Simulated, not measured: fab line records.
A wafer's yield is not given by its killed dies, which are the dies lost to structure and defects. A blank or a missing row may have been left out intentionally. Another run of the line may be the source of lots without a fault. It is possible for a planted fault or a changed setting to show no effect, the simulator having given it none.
Which of the tools did it? -- flow gf180mcu -- Sampling: 13 lots, 39 wafers, 5 of 602 route steps

== WHAT THE GAUGES SHOWED, per wafer ==
GF_STI_CD_MEAS_12: the cd target is 220 nm.
lot,measured,on,cd nm (nm)
L604,day 2 01:13,cd sem-02,218.5 219.0 220.2
L607,day 2 17:12,cd sem-02,220.4 220.1 220.7
L608,day 2 22:07,cd sem-02,218.7 220.1 220.4
L609,day 3 02:30,cd sem-02,222.8 221.4 222.3
L610,day 3 09:31,cd sem-02,219.3 219.5 219.6
L614,day 4 04:23,cd sem-01,220.1 219.9 220.6
L616,day 4 15:52,cd sem-01,220.0 220.0 219.9
L620,day 5 12:34,cd sem-01,219.8 220.2 219.6
L621,day 5 17:26,cd sem-02,217.8 219.0 218.2
L624,day 6 09:27,cd sem-01,219.8 221.5 220.7
L625,day 6 13:08,cd sem-01,218.7 219.5 218.1
L626,day 6 19:45,cd sem-02,218.9 219.4 218.8
L627,day 6 23:40,cd sem-01,216.0 216.6 217.4

GF_VT_IMPLANT_TW_MEAS_43.
lot,measured,on,VT_IMPLANT_4_TW
L604,day 7 12:55,film metro-01,680 677 680
L607,day 8 12:25,film metro-04,696 692 695
L608,day 8 15:07,film metro-03,678 678 677
L609,day 8 21:13,film metro-03,679 678 682
L610,day 9 06:14,film metro-03,644 640 647
L614,day 10 07:32,film metro-04,657 654 658
L616,day 10 20:58,film metro-03,684 681 680
L620,day 11 23:29,film metro-03,681 677 683
L621,day 12 06:43,film metro-01,683 682 681
L624,day 13 03:24,film metro-03,678 675 676
L625,day 13 08:45,film metro-04,691 694 695
L626,day 13 17:46,film metro-03,678 681 678
L627,day 13 23:02,film metro-04,693 698 693

GF_PSD_RS_MEAS_15: the measuring method here is four-point-probe.
lot,measured,on,PSD_RS (ohm/sq)
L604,day 14 13:29,film metro-01,108.64 108.20 108.53
L607,day 15 13:11,film metro-04,108.89 108.58 108.73
L608,day 15 15:41,film metro-01,108.72 108.56 108.56
L609,day 16 09:01,film metro-03,108.91 108.73 108.66
L610,day 16 09:26,film metro-03,108.46 108.66 108.29
L614,day 17 15:17,film metro-01,108.64 108.74 108.53
L616,day 18 08:17,film metro-01,108.28 108.42 108.86
L620,day 19 18:31,film metro-04,108.77 108.66 108.33
L621,day 20 05:17,film metro-01,108.47 108.79 108.70
L624,day 21 08:53,film metro-01,108.97 109.03 108.86
L625,day 21 17:56,film metro-03,108.42 108.50 108.53
L626,day 21 22:32,film metro-04,108.60 109.02 109.02
L627,day 22 08:18,film metro-01,107.69 108.30 108.59

== WHAT TOOL EACH LOT RAN ON (gives the tool, then ch and the chambers of the sampled wafers, and finally the start) ==
lot,GF_VT_IMPLANT_STRIP_09,GF_VT_IMPLANT_IMPLANT_41
L604,"plasma asher-02 ch 0,1, day 5 13:56","implanter-04 ch 0, day 7 12:43"
L607,"plasma asher-03 ch 0,1, day 6 11:58","implanter-04 ch 0, day 8 12:12"
L608,"plasma asher-03 ch 0,1, day 6 15:11","implanter-02 ch 0, day 8 14:54"
L609,"plasma asher-03 ch 0,1, day 6 19:35","implanter-02 ch 0, day 8 21:00"
L610,"plasma asher-02 ch 0,1, day 7 04:29","implanter-04 ch 0, day 9 05:59"
L614,"plasma asher-03 ch 0,1, day 8 04:53","implanter-04 ch 0, day 10 07:17"
L616,"plasma asher-04 ch 0,1, day 8 17:54","implanter-03 ch 0, day 10 20:43"
L620,"plasma asher-04 ch 0,1, day 9 16:53","implanter-02 ch 0, day 11 23:16"
L621,"plasma asher-04 ch 0,1, day 10 00:29","implanter-03 ch 0, day 12 06:28"
L624,"plasma asher-03 ch 0,1, day 10 17:47","implanter-02 ch 0, day 13 03:10"
L625,"plasma asher-02 ch 1, day 10 22:26","implanter-04 ch 0, day 13 08:31"
L626,"plasma asher-04 ch 0,1, day 11 06:25","implanter-02 ch 0, day 13 17:32"
L627,"plasma asher-03 ch 0,1, day 11 11:10","implanter-03 ch 0, day 13 22:47"
- GF_VT_IMPLANT_STRIP_09: strips in O2/N2.
- GF_VT_IMPLANT_IMPLANT_41

== WHAT THE TOOLS THEMSELVES READ (means of the sampled wafers that have a number; where no wafer has one, the mark that the record gives instead) ==
GF_VT_IMPLANT_STRIP_09.
lot,tool,drypump motor current A (A),heater power w (W),n2 flow sccm (sccm),oes product au (a.u.),strip time to endpoint s (s)
L604,plasma asher-02,6.0,350,299.7,0.716,12.633
L607,plasma asher-03,5.8,349,299.6,0.714,12.649
L608,plasma asher-03,5.8,344,298.8,0.715,12.631
L609,plasma asher-03,5.9,347,299.8,0.718,12.651
L610,plasma asher-02,6.0,347,300.5,0.715,12.643
L614,plasma asher-03,5.9,349,299.1,0.714,12.615
L616,plasma asher-04,5.4,376,298.0,0.715,12.601
L620,plasma asher-04,5.4,373,300.0,0.717,12.678
L621,plasma asher-04,5.4,376,300.6,0.718,12.652
L624,plasma asher-03,5.8,350,301.0,0.709,12.626
L625,plasma asher-02,5.6,365,299.0,0.714,12.627
L626,plasma asher-04,5.4,378,299.6,0.712,12.594
L627,plasma asher-03,5.8,353,299.5,0.716,12.588

GF_VT_IMPLANT_IMPLANT_41.
lot,tool,beam energy keV
L604,implanter-04,70.004
L607,implanter-04,69.993
L608,implanter-02,70.023
L609,implanter-02,69.987
L610,implanter-04,57.874
L614,implanter-04,57.884
L616,implanter-03,69.964
L620,implanter-02,69.981
L621,implanter-03,69.992
L624,implanter-02,70.005
L625,implanter-04,70.025
L626,implanter-02,69.992
L627,implanter-03,69.990

== THE ANSWER, worked out from the rows above alone ==
Rule: usual is defined by the lots themselves. The widest of any qualifying gaps counts: lots, ordered by their means at a reading, are off when they make up no more than a third of the lots, leave a main group of 4 or more, and stand apart from it by 3 or more times the standard deviation of that group's means. A main group whose means are all the same, to the digits that the tables above print for the reading, isn't used. Also off: a lot with no number at a reading for which 4 or more lots have one. Where the step has rows for the other lots, those lots are counted as sound. After the gauges, taken in route order, come the tools' own readings; for these a lot's mean is taken, as printed above. At the first step where some lot is off, the reading lying furthest off is the one used; lots without a number count as furthest.
Off: L610, L614, at GF_VT_IMPLANT_IMPLANT_41 (beam energy keV). The main group has a mean of 69.996 with a standard deviation of 0.017.
If a tool, at that step or one of the process steps before it, ran each lot that is off and ran no sound lot following the first of them, it fits. None of those tried fits.

== WHAT HAD BEEN PUT IN BY THE SIMULATOR ==
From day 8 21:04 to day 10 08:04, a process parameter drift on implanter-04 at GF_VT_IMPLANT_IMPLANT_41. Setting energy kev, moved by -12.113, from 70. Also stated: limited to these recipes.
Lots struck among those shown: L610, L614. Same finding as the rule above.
